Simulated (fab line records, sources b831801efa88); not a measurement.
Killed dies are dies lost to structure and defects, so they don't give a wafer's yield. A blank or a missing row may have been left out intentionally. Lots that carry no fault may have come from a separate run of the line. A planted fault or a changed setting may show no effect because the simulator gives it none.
The tool behind it: which one? | flow gf180mcu | 39 wafers from 13 lots sampled at 5 of the route's 602 steps

## WHAT THE GAUGES SHOWED, per wafer
GF_STI_THK_MEAS_22.
lot  | measured    | on            | STI_OXIDATION_01_THK (nm)
L268 | day 2 18:57 | film_metro-01 | 14.94 15.06 15.07
L269 | day 3 00:20 | film_metro-01 | 15.27 14.86 14.97
L270 | day 3 04:02 | film_metro-01 | 14.84 14.94 15.04
L272 | day 3 15:53 | film_metro-01 | 15.17 15.35 15.44
L274 | day 4 02:57 | film_metro-03 | 15.42 15.11 15.27
L275 | day 4 06:32 | film_metro-01 | 15.23 15.32 15.30
L278 | day 4 21:58 | film_metro-03 | 14.88 14.73 14.55
L282 | day 5 18:42 | film_metro-01 | 14.87 15.02 15.10
L283 | day 6 00:26 | film_metro-01 | 14.95 14.99 14.80
L285 | day 6 11:23 | film_metro-01 | 15.24 15.02 15.06
L286 | day 6 20:09 | film_metro-02 | 15.08 14.93 15.02
L287 | day 7 01:37 | film_metro-01 | 14.89 14.69 14.78
L288 | day 7 05:23 | film_metro-02 | 14.96 14.95 14.77

GF_STI_THK_MEAS_24.
lot  | measured    | on            | STI_CVD_23_THK (nm)
L268 | day 2 19:05 | film_metro-02 | 648 642 646
L269 | day 3 00:28 | film_metro-03 | 647 643 650
L270 | day 3 04:11 | film_metro-02 | 642 644 645
L272 | day 3 16:02 | film_metro-01 | 655 654 643
L274 | day 4 03:06 | film_metro-01 | 638 628 647
L275 | day 4 06:40 | film_metro-02 | 654 652 651
L278 | day 4 22:05 | film_metro-02 | 648 640 635
L282 | day 5 18:50 | film_metro-02 | 642 652 645
L283 | day 6 00:34 | film_metro-03 | 639 642 640
L285 | day 6 11:31 | film_metro-02 | 651 642 650
L286 | day 6 20:17 | film_metro-03 | 644 640 640
L287 | day 7 01:44 | film_metro-02 | 642 645 651
L288 | day 7 05:31 | film_metro-03 | 645 643 632

GF_MVSD_OVL_MEAS_07.
lot  | measured     | on         | MVSD_OVL (nm)
L268 | day 5 05:05  | overlay-01 | 0.2 1.1 0.7
L269 | day 5 10:18  | overlay-01 | 0.5 0.7 1.4
L270 | day 5 14:26  | overlay-02 | -1.2 -1.5 -1.5
L272 | day 6 02:45  | overlay-01 | 0.5 -0.5 -0.5
L274 | day 6 14:56  | overlay-02 | 0.2 -0.1 -0.5
L275 | day 6 22:54  | overlay-01 | 0.2 -0.9 0.2
L278 | day 7 11:57  | overlay-01 | 0.4 1.9 -0.5
L282 | day 8 10:39  | overlay-01 | 0.8 2.2 1.3
L283 | day 8 18:23  | overlay-01 | 1.4 1.6 1.0
L285 | day 9 08:36  | overlay-01 | -0.4 -0.4 -0.8
L286 | day 9 18:56  | overlay-01 | -1.2 0.4 0.4
L287 | day 10 01:36 | overlay-01 | 0.7 2.9 1.6
L288 | day 10 07:56 | overlay-01 | -0.8 1.9 -0.3

## EACH LOT AND THE TOOL THAT RAN IT (in order: tool; ch and the chambers of the sampled wafers; start)
lot  | GF_STI_ETCH_13                    | GF_STI_STRIP_15
L268 | rie_diel-03 ch 0,3, day 2 16:54   | plasma_asher-03 ch 0,1, day 2 17:05
L269 | rie_diel-03 ch 0,3, day 2 22:36   | plasma_asher-03 ch 0,1, day 2 22:46
L270 | rie_diel-03 ch 0,3, day 3 02:18   | plasma_asher-01 ch 0,1, day 3 02:27
L272 | rie_diel-03 ch 0,2, day 3 14:09   | plasma_asher-01 ch 0,1, day 3 14:18
L274 | rie_diel-04 ch 0,1,3, day 4 00:42 | plasma_asher-02 ch 0,1, day 4 00:53
L275 | rie_diel-01 ch 1,2, day 4 04:45   | plasma_asher-02 ch 0,1, day 4 04:56
L278 | rie_diel-03 ch 0,1,3, day 4 20:12 | plasma_asher-01 ch 1, day 4 20:21
L282 | rie_diel-03 ch 1,2, day 5 16:58   | plasma_asher-03 ch 0,1, day 5 17:07
L283 | rie_diel-01 ch 0,3, day 5 22:12   | plasma_asher-02 ch 0,1, day 5 22:21
L285 | rie_diel-03 ch 1,2,3, day 6 08:21 | plasma_asher-02 ch 0,1, day 6 08:30
L286 | rie_diel-04 ch 0,2, day 6 18:24   | plasma_asher-01 ch 0,1, day 6 18:35
L287 | rie_diel-01 ch 0,1,2, day 6 23:52 | plasma_asher-03 ch 0,1, day 7 00:01
L288 | rie_diel-04 ch 2,3, day 7 03:30   | plasma_asher-02 ch 0,1, day 7 03:39
- GF_STI_ETCH_13: etches the open film in CHF3/O2, stops on Si, target depth 282.31 nm, time 112.9 s.
- GF_STI_STRIP_15: strips in O2/N2.

## WHAT THE TOOLS THEMSELVES READ (means of the sampled wafers that have a number; where no wafer has one, the mark that the record gives instead)
GF_STI_ETCH_13.
lot  | tool        | drypump_motor_current_A (A) | oes_product_au (a.u.) | throttle_valve_pct (%)
L268 | rie_diel-03 | 5.4                         | 0.839                 | 8.807
L269 | rie_diel-03 | 5.0                         | 0.836                 | 8.806
L270 | rie_diel-03 | 5.0                         | 0.839                 | 8.819
L272 | rie_diel-03 | 5.8                         | 0.840                 | 8.818
L274 | rie_diel-04 | 5.9                         | 0.836                 | 8.809
L275 | rie_diel-01 | 5.3                         | 0.835                 | 8.804
L278 | rie_diel-03 | 5.5                         | 0.835                 | 8.804
L282 | rie_diel-03 | 6.1                         | 0.837                 | 8.803
L283 | rie_diel-01 | 5.6                         | 0.836                 | 8.809
L285 | rie_diel-03 | 5.5                         | 0.832                 | 8.804
L286 | rie_diel-04 | 5.9                         | 0.828                 | 8.810
L287 | rie_diel-01 | 5.6                         | 0.841                 | 8.815
L288 | rie_diel-04 | 5.7                         | 0.832                 | 8.815

GF_STI_STRIP_15.
lot  | tool            | drypump_motor_current_A (A) | heater_power_w (W) | oes_product_au (a.u.) | strip_time_to_endpoint_s (s)
L268 | plasma_asher-03 | 6.0                         | 290                | 0.384                 | 3.75
L269 | plasma_asher-03 | 6.0                         | 288                | 0.381                 | 3.69
L270 | plasma_asher-01 | 5.8                         | 333                | 0.387                 | 3.78
L272 | plasma_asher-01 | 5.8                         | 334                | 0.380                 | 3.66
L274 | plasma_asher-02 | 5.2                         | 331                | 0.383                 | 3.72
L275 | plasma_asher-02 | 5.1                         | 348                | 0.387                 | 3.73
L278 | plasma_asher-01 | 5.9                         | 324                | 0.382                 | 3.71
L282 | plasma_asher-03 | 6.0                         | 291                | 0.363                 | 3.15
L283 | plasma_asher-02 | 5.2                         | 329                | 0.386                 | 3.69
L285 | plasma_asher-02 | 5.2                         | 333                | 0.357                 | 3.11
L286 | plasma_asher-01 | 5.8                         | 334                | 0.389                 | 3.74
L287 | plasma_asher-03 | 6.0                         | 285                | 0.382                 | 3.75
L288 | plasma_asher-02 | 5.2                         | 331                | 0.383                 | 3.75

## THE ANSWER, worked out from the rows above alone
Rule: the lots themselves supply what counts as usual. Put in order of their means at a reading, lots are off if they are a third of the lots or fewer, leave a main group of 4 or more, and stand apart from it by a gap of 3 or more times the standard deviation of the main group's means; of several such gaps the widest counts. A main group is skipped when, at the precision printed for the reading in the tables above, its means are all equal. Also off: a lot with no number at a reading for which 4 or more lots have one. All remaining lots with rows at the step are treated as sound. The gauges are gone through in route order, then the tools' own readings, and for those a lot's mean is taken as printed above. The first step at which some lot is off is used, and at that step the reading that is off furthest; a lot without a number counts as furthest.
Off: L282, L285, at GF_STI_STRIP_15 (strip_time_to_endpoint_s). For the main group the mean is 3.72 s and the standard deviation 0.033.
If a tool, at that step or one of the process steps before it, ran each lot that is off and ran no sound lot following the first of them, it fits. One fits: GF_STI_ETCH_13 on rie_diel-03. Its last sound lot is L278 (day 4 20:12), its first lot that is off L282 (day 5 16:58): a fault that began between those two fits.

## WHAT THE SIMULATOR PUT IN
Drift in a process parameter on rie_diel-03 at GF_STI_ETCH_13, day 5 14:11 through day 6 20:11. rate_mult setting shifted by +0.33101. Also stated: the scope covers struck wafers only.
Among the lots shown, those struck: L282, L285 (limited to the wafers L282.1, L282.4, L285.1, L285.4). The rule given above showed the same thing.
